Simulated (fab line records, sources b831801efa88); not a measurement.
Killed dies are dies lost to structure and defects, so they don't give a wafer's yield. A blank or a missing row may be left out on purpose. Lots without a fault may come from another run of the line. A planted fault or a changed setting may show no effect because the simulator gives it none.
Problem report in the 8D (eight disciplines) form, filled by code | flow gf180mcu | the parts of the form that need people (team, actions taken, sign-off) are left out

1. THE PROBLEM
V5_W_RS at GF_V5_RS_MEAS_24 reads a mean of 0.3639 ohm/sq on 4 wafers of 2 lots; wafers without a fault read 0.3287 ohm/sq with a standard deviation of 0.003. That is +12 standard deviations from the usual mean.
The step: measures by four-point-probe.
First seen on wafer L218.1, day 31 18:56, on film_metro-01. The record holds 33 wafers of 11 lots with a number at this step. Rule for "out", or "out of limits": more than 4 standard deviations from the usual mean. The other wafers with a number count as sound.

2. WHAT IT IS AND WHAT IT IS NOT
question                    | is                             | is not
which readings at this step | V5_W_RS                        | -
which lots                  | L218, L219                     | L206, L207, L208, L211, L213, L215, L217, L220, L226
which wafers of those lots  | L218.1, L218.4, L219.3, L219.6 | L218.2, L219.4
read on which gauges        | film_metro-01, film_metro-04   | film_metro-03
when                        | from day 31 18:56              | up to then (22 sound wafers); but 7 sound wafers of L219, L220, L226 came after

3. SUSPECTS, AND WHAT RULES EACH OUT
Counting: a tool at a process step up to the reading stays a suspect if it ran every lot that is out. Sound lots after the first of them don't rule it out here, since some wafers of a struck lot are sound.
- the gauge at GF_V5_RS_MEAS_24: ruled out. The wafers that are out were read on 2 gauges (film_metro-01, film_metro-04).
- cvd_w-02 at GF_V5_CVD_23 (deposits W, target thk 350 nm, time 104.9 s): kept. It ran every lot that is out, first L218 (day 31 18:49); its last sound lot up to then is L217 (day 31 14:52). Its own readings are out on those wafers: chamber_pressure_Torr.
- Within cvd_w-02 at GF_V5_CVD_23: the wafers that are out ran in chamber 1; their sound lot-mates ran in chamber 0.
Left after counting: cvd_w-02 at GF_V5_CVD_23.

4. THE CAUSE (what the simulator had put in)
Process parameter drift: cvd_w-02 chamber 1, from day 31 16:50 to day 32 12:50, at GF_V5_CVD_23. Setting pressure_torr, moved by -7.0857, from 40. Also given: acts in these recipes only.
Counting left only this tool.

5. THE CHAIN OF EFFECTS, in route order
Each row: a reading whose mean over the struck wafers that have a number lies more than 3 standard deviations from the usual. Only readings for which the record gives a usual standard deviation are gone through. hours: the time from each lot's start at the first step in this table that gives one to its start at this step, as a median over the lots. sigmas: the change in usual standard deviations.
hours | step              | reading               | usual         | on struck wafers | change  | sigmas
0     | GF_V5_CVD_23      | chamber_pressure_Torr | 40.01 Torr    | 32.89            | -7.12   | -83
0     | GF_V5_RS_MEAS_24  | V5_W_RS               | 0.3287 ohm/sq | 0.3639           | +0.0352 | +12
0     | GF_V5_THK_MEAS_25 | V5_W_THK              | 343 nm        | 309              | -34     | -8.1
The process steps in it:
- GF_V5_CVD_23: deposits W, target thk 350 nm, time 104.9 s.

6. WHAT WOULD HAVE CAUGHT IT SOONER
In this record the first reading out of limits at a measuring or inspecting step was taken at day 31 18:56, 2 hours after the fault began at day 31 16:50.
The tool's own readings at GF_V5_CVD_23 were out on every struck wafer that the step has a row for (chamber_pressure_Torr): an alarm limit on them would have fired on the first of those.
Of the lots that are out (2), L219 began GF_V5_CVD_23 on cvd_w-02 after day 31 18:56. A hold on the tool at that time would have spared it.
